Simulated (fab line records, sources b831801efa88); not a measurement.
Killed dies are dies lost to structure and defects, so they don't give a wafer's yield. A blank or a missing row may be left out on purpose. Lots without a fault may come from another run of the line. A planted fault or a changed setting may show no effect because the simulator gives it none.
A struck lot beside a sound one | flow sfq_line | 14 steps out of a route of 325
Sound: wafers L500.1, L500.4, L500.6. Struck: wafers L499.1, L499.2, L499.6. The cause comes at the end.
At each step with rows: each side's tool, then ch and its chambers, then its first start. Under that, the readings that differ: sound wafers | struck wafers | difference of the means | sigmas: that difference in standard deviations of wafers without a fault.
alike: readings whose means differ by less than 2 such deviations, and words and numbers that are the same on both sides. not compared: withheld readings, readings that some wafer has no value for, bounds like >300 that may hide the same value, and numbers for which the record gives no deviation and whose values overlap.
The two part at a step that has a row with sigmas, a row that says differs or no value, or rows on one side only. Numbers that don't overlap but have no deviation are shown without sigmas and don't part them. A reading that every wafer of one side lacks parts them only if that side has two wafers or more.

first, 1 step without rows for these wafers: SFQ_TRILAYER_M6_STRIP_SOLV_CLEAN_164 (cleans in NMP, time 600 s).
SFQ_TRILAYER_I6_DEP_PECVD_165: deposits SiO2 from SiH4/N2O, time 111.11 s, target thk 500 nm.
  sound on pecvd-03 ch 0,1, day 74 01:30; struck on pecvd-04 ch 0,1, day 71 06:20
  alike: chamber_pressure_Torr, heater_power_w, susceptor_temp_C, throttle_valve_pct
SFQ_TRILAYER_I6_CMP_CMP_166: polishes SiO2.
  sound on cmp-01 ch 1,2,3, day 74 02:05; struck on cmp-02 ch 0,3, day 71 07:00
  reading             | sound         | struck      | difference | sigmas
  motor_current_A (A) | 10.6 10.1 9.4 | 8.4 8.9 8.4 | -1.5       | -2
  alike: time_to_endpoint_s
SFQ_I6_BOW_MEAS_941:
  sound on film_metro-04, day 74 04:35; struck on film_metro-02, day 71 10:00
  alike: I6_BOW
SFQ_TRILAYER_I6_METRO_MEASURE_167:
  sound on film_metro-04, day 74 04:42; struck on film_metro-02, day 71 10:07
  alike: thk_nm
then, 6 steps without rows for these wafers: SFQ_TRILAYER_I6_VIA_LITHO_COAT_174 (resist thk 62 nm); SFQ_TRILAYER_I6_VIA_LITHO_COAT_169 (resist thk 650 nm); SFQ_TRILAYER_I6_VIA_LITHO_SOFTBAKE_173; SFQ_TRILAYER_I6_VIA_LITHO_EXPOSE_170 (exposes mask I6, target cd 700 nm); SFQ_TRILAYER_I6_VIA_LITHO_PEB_172 (peb time 60 s); SFQ_TRILAYER_I6_VIA_LITHO_DEVELOP_171 (time 60 s).
SFQ_I6_OVL_MEAS_942:
  sound on overlay-01, day 77 21:05; struck on overlay-02, day 71 13:34
  alike: I6_OVL
SFQ_TRILAYER_I6_VIA_BARC_OPEN_VIA_ETCH_235: etches BARC in O2, target depth 125 nm, time 41.7 s.
  sound on rie_diel-02 ch 1,3, day 77 21:08; struck on rie_diel-02 ch 0,1,2, day 71 13:37
  reading    | sound             | struck            | difference | sigmas
  bias_w (W) | 79.80 80.14 80.14 | 86.27 86.54 85.68 | +6.14      | +28
  alike: drypump_motor_current_A, oes_product_au
  not compared: rf_hours_counter_h
SFQ_TRILAYER_I6_VIA_ETCH_VIA_ETCH_172: etches SiO2 in CHF3, stops on Nb, target depth 260 nm.
  sound on rie_diel-02 ch 1,3, day 77 21:10; struck on rie_diel-02 ch 0,1,2, day 71 13:39
  alike: bias_w, drypump_motor_current_A, oes_product_au

WHERE THEY PART
First at SFQ_TRILAYER_I6_CMP_CMP_166; last, within this record, at SFQ_TRILAYER_I6_VIA_BARC_OPEN_VIA_ETCH_235. Later steps at which nothing parts them and some readings are alike: SFQ_TRILAYER_I6_VIA_ETCH_VIA_ETCH_172.

WHY: what the simulator had put in
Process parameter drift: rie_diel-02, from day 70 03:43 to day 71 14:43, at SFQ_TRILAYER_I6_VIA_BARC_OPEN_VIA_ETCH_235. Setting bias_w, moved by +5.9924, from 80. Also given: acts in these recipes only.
